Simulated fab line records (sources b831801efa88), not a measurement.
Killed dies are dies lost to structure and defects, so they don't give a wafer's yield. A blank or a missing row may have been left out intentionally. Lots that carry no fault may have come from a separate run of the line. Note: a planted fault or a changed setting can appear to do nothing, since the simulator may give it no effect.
fab line records	flow sky130
[record] lots = 13	wafers = 37	last_day = 49
route steps=708 shown DNWELL@44 PWDE@54 NWELL@68 VT_ADJUST_HVTP@89 PAD_OPEN@708
lots that met no fault: taken from a fault-free run of the same line
start_h: hours from the record's first day to the start of the lot's first wafer shown	wait_h: how many hours have passed since the lot's step before this one	" identical to the entry in the row above	L1.1+2: a row that stands for several wafers	- no value present, or no start provided	* or withheld: withheld	< > ~ a bound
route shown NAME@n: a module of which the file shows steps, and the number in the route of the first	usual: mean and standard deviation over wafers with no fault	same: alike in all rows	chamber/n: place in a boat	sites: readings site by site	_std_site: standard deviation of those values	_edge_site: mean of outer sites minus mean of inner sites	radius_mm: for every site, how far away it sits from the centre of the wafer	mask NAME#n: copy n	behind: the most recent tool/chamber to have shaped the wafer	hold: why the lot went on hold/how many hours it stayed there/how the hold came to an end	device: transistor that didn't switch, given as n, p or np	end of line: tests of these same wafers at the route's end	a step with no rows: only its recipe	killed: dies lost to structure and defects at the first sort, not the wafer's yield	map: shows each die of a wafer: x if killed, . if not, _ if none is there
set.NAME: the run value of the setting; set.NAME@STEP: its run value at that earlier step	model.NAME: the simulator's own value behind a step, which no gauge read
the route's steps for a sample of lots (tables are steps, rows are wafers)
services: when a tool's chamber went out of use (start_h, in hours from the record's first day, below 0 if earlier), for how many hours, and the reason
[[steps]]
[step SKY_DNWELL_TW_MEAS_09]
[usual] DNWELL_TW = 1111/9
lot.wafer	tool	chamber	start_h	wait_h	DNWELL_TW
L673.1	film_metro-01	-	50.66	0.1	1107
L673.4	"	-	"	"	1111
L673.6	"	-	"	"	1117
L676.1	film_metro-04	-	68.91	0.1	1099
L676.4	"	-	"	"	1099
L676.5	"	-	"	"	1100
L677.1	film_metro-03	-	74.98	0.1	1120
L677.2	"	-	"	"	1120
L677.6	"	-	"	"	1124
L679.1	film_metro-03	-	84.39	0.1	1122
L679.5	"	-	"	"	1119
L679.6	"	-	"	"	1119
L680.1	film_metro-04	-	91.39	0.1	1094
L680.3	"	-	"	"	1095
L680.5	"	-	"	"	1100
L681.1	film_metro-03	-	96.51	0.1	1115
L681.4	"	-	"	"	1113
L681.5	"	-	"	"	1118
L682.1	film_metro-04	-	98.88	0.1	1106
L682.3	"	-	"	"	1102
L682.6	"	-	"	"	1100
L683.2	film_metro-04	-	106.02	0.1	1103
L683.3	"	-	"	"	1099
L683.4	"	-	"	"	1099
L684.1	film_metro-03	-	110.84	0.1	1116
L684.2	"	-	"	"	1111
L684.4	"	-	"	"	1116
L685.2	film_metro-03	-	116.79	0.1	1105
L685.3	"	-	"	"	1109
L685.5	"	-	"	"	1105
L687.4	film_metro-04	-	129.82	0.1	1117
L687.6	"	-	"	"	1110
L688.2	film_metro-01	-	131.97	0.1	1129
L688.4	"	-	"	"	1128
L688.5	"	-	"	"	1123
L689.4	film_metro-01	-	138.94	0.1	1116
L689.6	"	-	"	"	1122
[step SKY_PWDE_STRIP_09]
[recipe] chemistry = O2/N2	power_w = 1400	pressure_mtorr = 1500	platen_temp_c = withheld	o2_flow_sccm = 3000	n2_flow_sccm = 300	overash_fraction = 0.5
[usual] drypump_motor_current_A = 5.7/0.43	oes_product_au = 0.722/0.0048	strip_time_to_endpoint_s = 36.89/0.12
lot.wafer	tool	chamber	start_h	wait_h	drypump_motor_current_A	oes_product_au	rf_hours_counter_h	strip_time_to_endpoint_s
L673.1	plasma_asher-03	1	67.65	0.1	5.6	0.723	39	37.12
L673.4	"	0	"	"	6.0	0.724	-	37.08
L673.6	"	0	"	"	6.0	0.725	-	37.09
L676.1	plasma_asher-03	0	85.47	0.1	6.0	0.720	41	36.84
L676.4	"	1	"	"	5.7	0.726	-	36.80
L676.5	"	1	"	"	5.6	0.719	-	36.86
L677.1	plasma_asher-03	1	92.32	0.1	5.6	0.728	42	36.88
L677.2	"	0	"	"	6.0	0.717	42	36.89
L677.6	"	1	"	"	5.7	0.719	-	36.91
L679.1	plasma_asher-04	1	101.77	0.1	5.9	0.726	40	36.91
L679.5	"	1	"	"	5.8	0.722	-	36.84
L679.6	"	0	"	"	4.8	0.722	-	36.82
L680.1	plasma_asher-03	1	108.86	0.1	5.7	0.720	43	36.79
L680.3	"	0	"	"	6.0	0.721	-	36.79
L680.5	"	0	"	"	6.0	0.732	-	36.77
L681.1	plasma_asher-03	0	114.26	0.1	6.0	0.719	44	36.74
L681.4	"	0	"	"	6.0	0.722	-	36.74
L681.5	"	1	"	"	5.6	0.726	-	36.81
L682.1	plasma_asher-04	1	117.25	0.1	5.9	0.709	42	36.84
L682.3	"	1	"	"	5.9	0.707	-	36.72
L682.6	"	1	"	"	5.9	0.719	-	36.92
L683.2	plasma_asher-04	1	124.57	0.1	5.9	0.722	42	36.81
L683.3	"	0	"	"	4.8	0.715	-	36.65
L683.4	"	1	"	"	5.8	0.723	-	36.74
L684.1	plasma_asher-01	1	129.41	0.1	5.9	0.723	1	36.78
L684.2	"	0	"	"	5.9	0.717	1	36.81
L684.4	"	1	"	"	5.9	0.722	-	36.77
L685.2	plasma_asher-03	1	135.10	0.1	5.6	0.715	46	36.99
L685.3	"	1	"	"	5.6	0.726	-	36.85
L685.5	"	0	"	"	6.0	0.721	-	36.81
L687.4	plasma_asher-04	1	148.91	0.1	5.9	0.728	-	36.72
L687.6	"	0	"	"	4.8	0.720	-	36.82
L688.2	plasma_asher-01	1	151.87	0.1	5.9	0.715	3	37.03
L688.4	"	1	"	"	5.9	0.716	-	37.03
L688.5	"	0	"	"	5.9	0.721	-	37.10
L689.4	plasma_asher-01	0	158.86	0.1	5.9	0.725	-	36.85
L689.6	"	1	"	"	5.9	0.722	-	36.86
[step SKY_NWELL_TW_MEAS_15]
[usual] NWELL_TW = 1817/13
lot.wafer	tool	chamber	start_h	wait_h	NWELL_TW
L673.1	film_metro-04	-	84.45	0.1	1796
L673.4	"	-	"	"	1792
L673.6	"	-	"	"	1787
L676.1	film_metro-01	-	103.65	0.1	1830
L676.4	"	-	"	"	1832
L676.5	"	-	"	"	1825
L677.1	film_metro-04	-	111.00	0.1	1804
L677.2	"	-	"	"	1809
L677.6	"	-	"	"	1807
L679.1	film_metro-03	-	121.41	0.1	1802
L679.5	"	-	"	"	1800
L679.6	"	-	"	"	1803
L680.1	film_metro-03	-	127.56	0.1	1799
L680.3	"	-	"	"	1812
L680.5	"	-	"	"	1796
L681.1	film_metro-04	-	132.95	0.1	1818
L681.4	"	-	"	"	1808
L681.5	"	-	"	"	1800
L682.1	film_metro-03	-	137.05	0.1	1810
L682.3	"	-	"	"	1801
L682.6	"	-	"	"	1796
L683.2	film_metro-01	-	144.37	0.1	1817
L683.3	"	-	"	"	1815
L683.4	"	-	"	"	1820
L684.1	film_metro-03	-	149.45	0.1	1821
L684.2	"	-	"	"	1824
L684.4	"	-	"	"	1824
L685.2	film_metro-04	-	155.96	0.1	1813
L685.3	"	-	"	"	1803
L685.5	"	-	"	"	1805
L687.4	film_metro-03	-	169.33	0.1	1819
L687.6	"	-	"	"	1829
L688.2	film_metro-04	-	172.37	0.1	1820
L688.4	"	-	"	"	1815
L688.5	"	-	"	"	1815
L689.4	film_metro-04	-	179.04	0.1	1812
L689.6	"	-	"	"	1820
[step SKY_VT_ADJUST_HVTP_EXPOSE_04]
[recipe] mask_id = HVTPM	na = 0.6	source_shape = conventional	sigma_outer = 0.6	polarization = unpolarized	target_cd_nm = 380	dose_mj = 140
[usual] focus_offset_nm = 0.0/0.52
[same] sigma_outer = 0.6
lot.wafer	tool	chamber	start_h	wait_h	mask	focus_offset_nm
L673.1	iline_stepper-02	0	112.14	-	HVTPM#0	-0.7
L673.4	"	0	"	"	HVTPM#0	0.1
L673.6	"	0	"	"	HVTPM#0	-0.8
L676.1	iline_stepper-01	0	131.94	-	HVTPM#0	-0.4
L676.4	"	0	"	"	HVTPM#0	-0.8
L676.5	"	0	"	"	HVTPM#0	-0.1
L677.1	iline_stepper-01	0	140.29	-	HVTPM#0	-0.7
L677.2	"	0	"	"	HVTPM#0	0.5
L677.6	"	0	"	"	HVTPM#0	-0.5
L679.1	iline_stepper-02	0	150.81	-	HVTPM#0	-0.2
L679.5	"	0	"	"	HVTPM#0	0.7
L679.6	"	0	"	"	HVTPM#0	-0.4
L680.1	iline_stepper-02	0	157.99	-	HVTPM#0	0.0
L680.3	"	0	"	"	HVTPM#0	-0.2
L680.5	"	0	"	"	HVTPM#0	-0.8
L681.1	iline_stepper-02	0	163.36	-	HVTPM#0	0.3
L681.4	"	0	"	"	HVTPM#0	-0.2
L681.5	"	0	"	"	HVTPM#0	0.4
L682.1	iline_stepper-02	0	167.26	-	HVTPM#0	0.1
L682.3	"	0	"	"	HVTPM#0	0.1
L682.6	"	0	"	"	HVTPM#0	-0.6
L683.2	iline_stepper-01	0	175.33	-	HVTPM#0	-0.1
L683.3	"	0	"	"	HVTPM#0	-0.1
L683.4	"	0	"	"	HVTPM#0	-0.5
L684.1	iline_stepper-02	0	180.49	-	HVTPM#0	-0.8
L684.2	"	0	"	"	HVTPM#0	0.1
L684.4	"	0	"	"	HVTPM#0	-0.5
L685.2	iline_stepper-01	0	186.96	-	HVTPM#0	-0.4
L685.3	"	0	"	"	HVTPM#0	-0.1
L685.5	"	0	"	"	HVTPM#0	0.2
L687.4	iline_stepper-02	0	201.79	-	HVTPM#0	1.0
L687.6	"	0	"	"	HVTPM#0	-0.4
L688.2	iline_stepper-01	0	204.58	-	HVTPM#0	0.3
L688.4	"	0	"	"	HVTPM#0	-0.9
L688.5	"	0	"	"	HVTPM#0	-0.4
L689.4	iline_stepper-02	0	212.45	-	HVTPM#0	-0.9
L689.6	"	0	"	"	HVTPM#0	1.0
[step SKY_VT_ADJUST_HVTP_CD_MEAS_07]
[recipe] target_cd_nm = 380
[usual] cd_nm = 379.9/2.8
lot.wafer	tool	chamber	start_h	wait_h	cd_nm
L673.1	cd_sem-02	-	121.39	0.1	379.3
L673.4	"	-	"	"	378.2
L673.6	"	-	"	"	378.8
L676.1	cd_sem-02	-	142.04	0.1	377.2
L676.4	"	-	"	"	376.7
L676.5	"	-	"	"	377.1
L677.1	cd_sem-02	-	149.46	0.1	379.5
L677.2	"	-	"	"	375.9
L677.6	"	-	"	"	380.3
L679.1	cd_sem-01	-	161.24	0.1	383.6
L679.5	"	-	"	"	384.3
L679.6	"	-	"	"	381.6
L680.1	cd_sem-01	-	167.47	0.1	381.0
L680.3	"	-	"	"	380.4
L680.5	"	-	"	"	379.1
L681.1	cd_sem-01	-	172.12	0.1	380.8
L681.4	"	-	"	"	382.5
L681.5	"	-	"	"	383.6
L682.1	cd_sem-02	-	176.56	0.1	378.2
L682.3	"	-	"	"	378.3
L682.6	"	-	"	"	378.0
L683.2	cd_sem-01	-	185.91	0.1	380.5
L683.3	"	-	"	"	381.5
L683.4	"	-	"	"	382.0
L684.1	cd_sem-02	-	191.16	0.1	387.4
L684.2	"	-	"	"	386.5
L684.4	"	-	"	"	385.7
L685.2	cd_sem-02	-	197.36	0.1	378.5
L685.3	"	-	"	"	380.3
L685.5	"	-	"	"	378.8
L687.4	cd_sem-02	-	212.00	0.1	362.2
L687.6	"	-	"	"	379.8
L688.2	cd_sem-02	-	215.08	0.1	381.5
L688.4	"	-	"	"	381.9
L688.5	"	-	"	"	382.1
L689.4	cd_sem-02	-	222.98	0.1	363.8
L689.6	"	-	"	"	379.8
[step SKY_PAD_OPEN_PROBE_99]
[usual] killed_at_M0_to_M3 = 43/6.4	killed_at_M4_up = 2.8/1.7	killed_at_contacts = 24/5.5	killed_at_front_end = 15/4	killed_at_other = 0.3/0.54	killed_dies = 86/9.1	killed_open = 47/6.6	killed_short = 39/6.2
[same] gross_dies = 492	killed_at_back_side = 0
lot.wafer	tool	chamber	start_h	wait_h	killed_at_M0_to_M3	killed_at_M4_up	killed_at_contacts	killed_at_front_end	killed_at_other	killed_dies	killed_open	killed_short
L676.1	prober-01	-	1092.15	0.1	43	1	29	19	0	92	44	48
L676.4	prober-01	-	1092.30	0.2	39	5	21	17	0	82	41	41
L676.5	prober-01	-	1092.35	0.2	37	4	31	14	0	86	50	36
L681.1	prober-02	-	1123.64	0.1	32	4	26	18	0	80	39	41
L681.4	prober-02	-	1123.79	0.2	49	4	13	15	0	81	45	36
L681.5	prober-02	-	1123.84	0.2	51	2	17	13	0	83	46	37
L683.2	prober-02	-	1134.02	0.1	47	2	29	14	0	92	44	48
L683.3	prober-02	-	1134.07	0.2	41	8	29	12	0	90	49	41
L683.4	prober-02	-	1134.12	0.2	35	2	19	19	0	75	43	32
L684.4	prober-01	-	1137.47	0.2	39	3	17	13	0	72	38	34
L685.2	prober-02	-	1148.19	0.1	53	5	28	24	0	110	70	40
L685.3	prober-02	-	1148.24	0.2	43	3	24	13	0	83	43	40
L685.5	prober-02	-	1148.34	0.2	39	0	18	23	2	82	47	35
L687.6	prober-02	-	1159.20	0.2	42	2	28	17	1	90	45	45
// killed by level:class
L676.1 CONTACT:geometric_particle:open=11 VIA1:geometric_particle:open=11 LI_CONTACT:geometric_particle:open=9 FIELD_ISO:geometric_particle:short=8 VIA1:geometric_particle:short=7 METAL1:geometric_particle:short=6 METAL2:geometric_particle:short=5 LOCAL_INTERCONNECT:geometric_particle:short=4
L676.4 VIA1:geometric_particle:open=9 VIA3:geometric_particle:open=8 LI_CONTACT:geometric_particle:open=6 CONTACT:geometric_particle:short=5 METAL2:geometric_particle:short=5 FIELD_ISO:geometric_particle:open=4 POLY_GATE:geometric_particle:short=4 POLY_GATE:geometric_particle:open=4
L676.5 LI_CONTACT:geometric_particle:open=10 CONTACT:geometric_particle:open=10 VIA1:geometric_particle:open=10 VIA2:geometric_particle:open=5 METAL1:geometric_particle:short=5 VIA3:geometric_particle:open=5 FIELD_ISO:geometric_particle:short=4 POLY_GATE:geometric_particle:short=4
L681.1 CONTACT:geometric_particle:open=11 LI_CONTACT:geometric_particle:open=7 VIA1:geometric_particle:open=7 VIA1:geometric_particle:short=6 POLY_GATE:geometric_particle:short=5 FIELD_ISO:geometric_particle:short=4 LOCAL_INTERCONNECT:geometric_particle:short=4 METAL2:geometric_particle:short=4
L681.4 VIA1:geometric_particle:open=14 VIA2:geometric_particle:open=7 VIA3:geometric_particle:open=6 LI_CONTACT:geometric_particle:open=6 METAL2:geometric_particle:short=6 FIELD_ISO:geometric_particle:short=5 FIELD_ISO:geometric_particle:open=5 VIA1:geometric_particle:short=5
L681.5 VIA1:geometric_particle:open=16 CONTACT:geometric_particle:open=9 METAL2:geometric_particle:short=6 VIA2:geometric_particle:open=5 FIELD_ISO:geometric_particle:open=4 POLY_GATE:geometric_particle:short=4 METAL1:geometric_particle:short=4 VIA1:geometric_particle:short=4
L683.2 LI_CONTACT:geometric_particle:open=9 VIA1:geometric_particle:open=8 CONTACT:geometric_particle:open=8 METAL3:geometric_particle:short=7 METAL1:geometric_particle:short=6 VIA2:geometric_particle:open=6 VIA3:geometric_particle:open=5 CONTACT:geometric_particle:short=5
L683.3 VIA1:geometric_particle:open=12 CONTACT:geometric_particle:open=12 METAL4:geometric_particle:short=8 LI_CONTACT:geometric_particle:open=7 POLY_GATE:geometric_particle:open=6 CONTACT:geometric_particle:short=6 VIA3:geometric_particle:open=5 METAL1:geometric_particle:short=5
L683.4 VIA1:geometric_particle:open=11 FIELD_ISO:geometric_particle:open=7 LI_CONTACT:geometric_particle:open=7 VIA1:geometric_particle:short=6 POLY_GATE:geometric_particle:short=6 VIA2:geometric_particle:open=4 VIA3:geometric_particle:open=4 LI_CONTACT:geometric_particle:short=3
L684.4 METAL1:geometric_particle:short=9 VIA3:geometric_particle:open=8 LI_CONTACT:geometric_particle:open=6 VIA1:geometric_particle:open=5 VIA1:geometric_particle:short=4 CONTACT:geometric_particle:open=4 VIA2:geometric_particle:open=4 FIELD_ISO:geometric_particle:open=3
L685.2 VIA1:geometric_particle:open=14 CONTACT:geometric_particle:open=13 FIELD_ISO:geometric_particle:short=9 VIA3:geometric_particle:open=9 LI_CONTACT:geometric_particle:open=8 VIA2:geometric_particle:open=8 METAL2:geometric_particle:short=7 CONTACT:geometric_particle:short=5
L685.3 VIA1:geometric_particle:open=12 CONTACT:geometric_particle:open=7 VIA3:geometric_particle:short=7 CONTACT:geometric_particle:short=6 VIA3:geometric_particle:open=6 LI_CONTACT:geometric_particle:short=5 METAL1:geometric_particle:short=5 VIA2:geometric_particle:open=5
L685.5 VIA1:geometric_particle:open=11 VIA3:geometric_particle:open=9 POLY_GATE:geometric_particle:short=8 CONTACT:geometric_particle:open=6 VIA1:geometric_particle:short=6 LI_CONTACT:geometric_particle:open=5 FIELD_ISO:geometric_particle:open=4 FIELD_ISO:geometric_particle:short=4
L687.6 LOCAL_INTERCONNECT:geometric_particle:short=11 VIA1:geometric_particle:open=10 METAL2:geometric_particle:short=9 LI_CONTACT:geometric_particle:open=6 VIA1:geometric_particle:short=5 VIA2:geometric_particle:open=5 FIELD_ISO:geometric_particle:short=4 METAL1:geometric_particle:open=4
[[services]]
tool	chamber	start_h	hours	kind
plasma_asher-04	-	65.90	6.9	repair
iline_stepper-01	-	94.88	2.3	repair
plasma_asher-01	-	108.75	9.0	pm
plasma_asher-01	0	108.75	9.0	vent_cycle
plasma_asher-01	1	108.75	9.0	vent_cycle
plasma_asher-01	0	117.75	-	clean
plasma_asher-01	1	117.75	-	clean
iline_stepper-02	-	136.73	1.7	pm
plasma_asher-01	-	147.56	2.8	pm
plasma_asher-03	-	166.17	0.8	repair
iline_stepper-01	-	191.95	1.7	pm
iline_stepper-01	-	207.82	23.6	repair
[[key]]
[first_sign] step = SKY_VT_ADJUST_HVTP_CD_MEAS_07	reading = cd_nm	direction = down	sigmas = 6	usual = 379.9	struck = 363.0
effect none on later readings
met_at SKY_VT_ADJUST_HVTP_EXPOSE_04
struck_lots L687,L689
struck_wafers L687.4,L689.4
tester_left_out L687,L689
not_acting_at SKY_DNWELL_TW_MEAS_09,SKY_PWDE_STRIP_09,SKY_NWELL_TW_MEAS_15
onset_between 180.49 201.79
[fault] kind = process_parameter_drift	tool = iline_stepper-02	chamber = -	onset_h = 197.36	steps = SKY_VT_ADJUST_HVTP_EXPOSE_04	channel = focus_nm	offset = 820.36	shape = step	end_h = 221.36	scope = struck_wafers_only
// tester_left_out: of these lots the tester's yield and bins aren't shown, on N5 and GAA mostly nor the transistor test; their killed dies are dies lost to structure and defects alone, not to doping, threshold or leakage, so they don't give the yield
